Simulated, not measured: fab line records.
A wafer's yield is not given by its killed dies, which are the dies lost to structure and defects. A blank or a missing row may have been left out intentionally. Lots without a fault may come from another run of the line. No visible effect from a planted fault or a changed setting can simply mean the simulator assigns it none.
Comparing a struck lot with a sound one    flow gf180mcu    23 out of 602 route steps
Sound: the wafers L543.1, L543.4, L543.6. Wafers struck: L539.2, L539.3, L539.5. Last of all comes the cause.
Each step with rows lists, per side, the tool, then ch with its chambers, then its first start. Under that, the readings that differ: sound wafers    struck wafers    difference of the means    sigmas: that difference in standard deviations of wafers without a fault.
alike: a reading whose means differ by less than 2 such deviations, as well as words and numbers matching on both sides. not compared: withheld readings; readings where some wafer has no value; bounds like >300 that might hide an equal value; numbers whose values overlap and for which the record gives no deviation.
The two part at a step that has a row with sigmas, a row that says differs or no value, or rows on one side only. Numbers that don't overlap but have no deviation are shown without sigmas and don't part them. A reading missing from all wafers of one side parts the sides only when that side holds two or more wafers.

first, 1 step without rows for these wafers: GF_POLY_GATE_DEVELOP_09 (develop time 60 s).
GF_POLY_GATE_CD_MEAS_10: target cd 280 nm.
  sound on cd sem-01, day 13 15:43; struck on cd sem-02, day 12 10:05
  alike: cd nm
GF_POLY_GATE_OVL_MEAS_11:
  sound on overlay-01, day 13 15:50; struck on overlay-02, day 12 10:12
  alike: POLY_GATE_OVL
GF_POLY_GATE_ETCH_12: etches BARC in N2/H2.
  sound on rie diel-03 ch 1,2, day 13 15:52; struck on rie diel-02 ch 0,2, day 12 10:14
reading                sound              struck             difference  sigmas
oes product au (a.u.)  0.741 0.739 0.743  0.729 0.726 0.734  -0.011      -2
  alike: drypump motor current A, rf fwd power W, throttle valve pct
GF_POLY_GATE_ETCH_13: etches poly-Si in HBr/Cl2, stops on SiO2, target depth 198.5 nm, time 69.6 s.
  sound on rie si-01 ch 1,2,3, day 13 15:55; struck on rie si-02 ch 0,3, day 12 10:17
  alike: drypump motor current A, oes product au, rf fwd power W, throttle valve pct
  not compared: rf hours counter h
GF_POLY_GATE_STRIP_14: strips in O2/N2.
  sound on plasma asher-01 ch 0,1, day 13 15:58; struck on plasma asher-04 ch 1, day 12 10:20
  alike: drypump motor current A, heater power w, oes product au, platen temp c
  not compared: rf hours counter h
then, 2 steps without rows for these wafers: GF_POLY_GATE_CLEAN_15 (cleans in SC1/SC2, time 150 s); GF_POLY_GATE_OXIDATION_16 (stabilise 600 s, purge 300 s, target thk 4 nm).
GF_POLY_GATE_THK_MEAS_17:
  sound on film metro-04, day 13 18:39; struck on film metro-03, day 12 12:38
reading                       sound           struck          difference  sigmas
POLY_GATE_OXIDATION_THK (nm)  4.10 4.09 4.11  3.99 3.94 3.92  -0.15       -2
GF_POLY_GATE_CD_MEAS_18:
  sound on cd sem-02, day 13 18:43; struck on cd sem-01, day 12 12:43
  alike: cd nm
then, 2 steps without rows for these wafers: GF_HV_LDD_DEHYDRATE_00 (time 60 s); GF_HV_LDD_HMDS_01 (prime time 60 s).
GF_HV_LDD_COAT_02: resist thk 1000 nm.
  sound on litho track-02 ch 0, day 14 04:29; struck on litho track-04 ch 0, day 12 22:18
reading                                      sound                 struck                difference  sigmas
spin speed rpm (rpm)                         3003.3 2998.2 2999.4  3189.0 3188.3 3191.2  +189.2      +90
model.NOVOLAK_of_HV_LDD_COAT_02.thk nm (nm)  999.8 1000 1001       975.4 975.7 978.7     -23.7       
then, 3 steps without rows for these wafers: GF_HV_LDD_SOFTBAKE_03 (time 60 s); GF_HV_LDD_EXPOSE_04 (exposes mask Nplus LV AREA, target cd 400 nm); GF_HV_LDD_PEB_05.
GF_HV_LDD_DEVELOP_06: develop time 60 s.
  sound on litho track-04 ch 0, day 14 14:43; struck on litho track-01 ch 0, day 13 08:05
reading                                      sound             struck           difference  sigmas
model.NOVOLAK_of_HV_LDD_COAT_02.thk nm (nm)  999.4 999.8 1001  975 975.3 978.3  -24         
  alike: developer temp C
GF_HV_LDD_CD_MEAS_07: target cd 400 nm.
  sound on cd sem-02, day 14 14:52; struck on cd sem-01, day 13 08:14
  alike: cd nm
GF_HV_LDD_OVL_MEAS_08:
  sound on overlay-01, day 14 14:59; struck on overlay-01, day 13 08:21
  alike: HV_LDD_OVL
following that, these wafers have no rows for 1 step: GF_HV_LDD_IMPLANT_09.
GF_HV_LDD_STRIP_10: strips in O2/N2.
  sound on plasma asher-03 ch 0,1, day 14 15:11; struck on plasma asher-02 ch 0,1, day 13 08:32
reading                       sound              struck             difference  sigmas
strip time to endpoint s (s)  12.62 12.64 12.65  12.36 12.34 12.38  -0.28       -7
  alike: drypump motor current A, heater power w, oes product au, platen temp c
  not compared: rf hours counter h
GF_HV_LDD_TW_MEAS_11:
  sound on film metro-02, day 14 15:17; struck on film metro-01, day 13 08:38
reading    sound           struck          difference  sigmas
HV_LDD_TW  2447 2454 2449  2420 2417 2414  -33         -3
GF_PASSIVATION_PROBE_99:
  sound wafers here have rows in the record (prober-02, day 33 02:28); struck ones have none

## WHERE THEY PART
First at GF_POLY_GATE_ETCH_12; last, within this record, at GF_PASSIVATION_PROBE_99.

WHY: the cause the simulator had injected
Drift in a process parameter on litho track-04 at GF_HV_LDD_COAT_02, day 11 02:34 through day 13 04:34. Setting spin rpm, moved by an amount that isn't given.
